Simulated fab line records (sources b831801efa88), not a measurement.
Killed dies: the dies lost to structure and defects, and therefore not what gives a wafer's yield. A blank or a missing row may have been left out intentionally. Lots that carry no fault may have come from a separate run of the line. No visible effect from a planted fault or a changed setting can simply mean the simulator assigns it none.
Which tool was responsible? -- flow gf180mcu -- 12 lots with 36 wafers sampled at 5 steps, on a route of 602 steps

== WHAT THE GAUGES SHOWED, per wafer ==
GF_V1_THK_MEAS_03. Usual: V1_CVD_02_THK 848 nm, standard deviation 12.
lot,measured,on,V1_CVD_02_THK (nm),flag
L252,day 18 01:57,film metro-01,857 858 867,
L254,day 18 18:07,film metro-04,860 848 852,
L257,day 20 00:56,film metro-04,837 846 853,
L258,day 20 05:11,film metro-01,836 836 847,
L264,day 22 11:45,film metro-01,383 376 825,OFF
L266,day 23 03:08,film metro-04,372 393 836,OFF
L269,day 24 02:12,film metro-01,834 846 856,
L270,day 24 11:11,film metro-04,832 836 851,
L271,day 24 18:09,film metro-03,839 845 850,
L272,day 24 21:35,film metro-04,836 861 847,
L274,day 25 12:41,film metro-03,828 843 854,
L275,day 25 20:36,film metro-03,848 855 861,

GF_V1_CD_MEAS_14: the cd target is 260 nm. Usual: cd nm reads 259.8 nm (standard deviation 1.3).
lot,measured,on,cd nm (nm),flag
L252,day 19 03:01,cd sem-02,259.7 259.4 259.5,
L254,day 19 19:26,cd sem-02,260.3 260.3 260.7,
L257,day 21 02:12,cd sem-02,258.4 257.8 259.1,
L258,day 21 06:20,cd sem-02,258.5 258.6 257.8,
L264,day 23 12:02,cd sem-01,261.9 261.2 261.4,
L266,day 24 02:43,cd sem-02,256.5 257.9 258.5,
L269,day 25 01:30,cd sem-01,259.7 258.3 259.4,
L270,day 25 09:36,cd sem-01,260.1 260.2 261.0,
L271,day 25 16:34,cd sem-01,260.0 260.0 259.6,
L272,day 25 19:39,cd sem-01,260.2 260.2 259.8,
L274,day 26 10:56,cd sem-01,261.9 260.4 261.5,
L275,day 26 18:50,cd sem-01,257.9 258.5 260.1,

GF_V1_OVL_MEAS_15. Usual: V1_OVL -5 nm, standard deviation 5.3.
lot,measured,on,V1_OVL (nm),flag
L252,day 19 03:08,overlay-02,-9 -5 -3,
L254,day 19 19:34,overlay-01,-3 3 0,
L257,day 21 02:19,overlay-02,-9 -9 -9,
L258,day 21 06:27,overlay-02,-2 -13 -10,
L264,day 23 12:07,overlay-01,-6 -15 -12,
L266,day 24 02:50,overlay-02,1 -8 -10,
L269,day 25 01:37,overlay-01,-4 -3 1,
L270,day 25 09:43,overlay-02,-10 -5 -5,
L271,day 25 16:40,overlay-01,-4 -2 -3,
L272,day 25 19:46,overlay-02,-7 -2 -6,
L274,day 26 11:04,overlay-02,-5 -3 2,
L275,day 26 18:58,overlay-01,2 -8 -8,

== EACH LOT AND THE TOOL THAT RAN IT (in order: tool; ch and the chambers of the sampled wafers; start) ==
lot,GF_V1_CVD_02,GF_V1_CMP_04
L252,"pecvd-01 ch 0,1, day 18 01:53","cmp-02 ch 0,1,3, day 18 02:07"
L254,"pecvd-01 ch 0,1,2, day 18 18:03","cmp-01 ch 0,1,2, day 18 18:14"
L257,"pecvd-01 ch 1,2, day 20 00:52","cmp-01 ch 0,1,3, day 20 01:06"
L258,"pecvd-03 ch 0,2, day 20 05:07","cmp-01 ch 0,1,2, day 20 05:46"
L264,"pecvd-01 ch 0,1,2, day 22 11:40","cmp-02 ch 0,3, day 22 11:47"
L266,"pecvd-01 ch 0,1,2, day 23 03:03","cmp-02 ch 1,2, day 23 03:11"
L269,"pecvd-04 ch 0,1,2, day 24 02:08","cmp-01 ch 2,3, day 24 02:19"
L270,"pecvd-03 ch 0,2, day 24 11:07","cmp-02 ch 0,1, day 24 11:15"
L271,"pecvd-04 ch 0,2, day 24 18:04","cmp-01 ch 0,2, day 24 18:12"
L272,"pecvd-04 ch 0,1, day 24 21:31","cmp-02 ch 1,2, day 24 21:47"
L274,"pecvd-03 ch 0,1,2, day 25 12:37","cmp-02 ch 1,2, day 25 12:48"
L275,"pecvd-04 ch 1,2, day 25 20:32","cmp-01 ch 0,1,3, day 25 20:40"
- GF_V1_CVD_02: deposits SiO2 from TEOS, target thk 850 nm, time 94.851 s.
- GF_V1_CMP_04: polishes SiO2.

== WHAT THE TOOLS THEMSELVES READ (means of the sampled wafers that have a number; where no wafer has one, the mark that the record gives instead) ==
GF_V1_CVD_02. Usual: heater power w 664 W, standard deviation 76; rf fwd power W 596.7 W, standard deviation 2.2; susceptor temp C 400.01 C, standard deviation 0.21.
lot,tool,heater power w (W),rf fwd power W (W),susceptor temp C (C),flag
L252,pecvd-01,677,597.0,400.06,
L254,pecvd-01,717,597.3,399.90,
L257,pecvd-01,770,596.3,399.84,
L258,pecvd-03,673,596.4,400.07,
L264,pecvd-01,738,598.1,400.11,
L266,pecvd-01,628,598.6,399.95,
L269,pecvd-04,586,598.7,400.09,
L270,pecvd-03,716,596.4,399.90,
L271,pecvd-04,653,597.8,400.11,
L272,pecvd-04,684,597.0,400.12,
L274,pecvd-03,691,597.1,400.09,
L275,pecvd-04,660,597.5,399.88,

GF_V1_CMP_04. Usual: edge zone pressure frac 1.000, standard deviation 0.0046; motor current A 12.5 A, standard deviation 0.99; retaining ring pressure frac 1.000, standard deviation 0.0051; slurry filter dp kPa 13.51 kPa, standard deviation 0.13; time to endpoint s 78 s, standard deviation 6.3.
lot,tool,edge zone pressure frac,motor current A (A),retaining ring pressure frac,slurry filter dp kPa (kPa),time to endpoint s (s),flag
L252,cmp-02,1.001,12.9,0.996,13.66,84,
L254,cmp-01,1.003,12.3,0.997,13.59,82,
L257,cmp-01,0.999,13.4,1.000,13.49,80,
L258,cmp-01,1.002,12.4,0.998,13.61,75,
L264,cmp-02,1.005,12.4,1.001,13.55,-,OFF
L266,cmp-02,1.000,12.5,1.007,13.56,-,OFF
L269,cmp-01,0.999,12.9,0.998,13.53,81,
L270,cmp-02,1.006,13.0,1.000,13.32,69,
L271,cmp-01,0.995,12.3,1.003,13.62,84,
L272,cmp-02,1.002,12.7,0.997,13.45,72,
L274,cmp-02,0.996,12.5,1.006,13.53,72,
L275,cmp-01,1.006,12.9,0.994,13.51,84,

== THE ANSWER, worked out from the rows above alone ==
Rule: a lot is off if the mean of its wafers that have a number lies more than 3 standard deviations from the usual mean. Also off: a lot with no number at a reading for which 4 or more lots have one. All remaining lots with rows at the step are treated as sound. First the gauges in route order, then the tools' own readings, where a lot's mean is used as printed above. The first step at which some lot is off is used, and at that step the reading that is off furthest; a lot without a number counts as furthest.
Off: L264, L266, at GF_V1_THK_MEAS_03 (V1_CVD_02_THK).
If a tool, at a process step before that reading, ran all the lots that are off and no sound lot after the first of them, it fits. The gauges at GF_V1_THK_MEAS_03 aren't tried: what is off there is off at GF_V1_CMP_04 too, on other tools, and a gauge's error can't cause that. One fits: GF_V1_CVD_02 on pecvd-01. Its last sound lot is L257 (day 20 00:52), its first lot that is off L264 (day 22 11:40): a fault that began between those two fits.

== WHAT THE SIMULATOR PUT IN ==
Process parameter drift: pecvd-01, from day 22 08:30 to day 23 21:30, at GF_V1_CVD_02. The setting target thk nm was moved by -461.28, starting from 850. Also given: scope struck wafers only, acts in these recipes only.
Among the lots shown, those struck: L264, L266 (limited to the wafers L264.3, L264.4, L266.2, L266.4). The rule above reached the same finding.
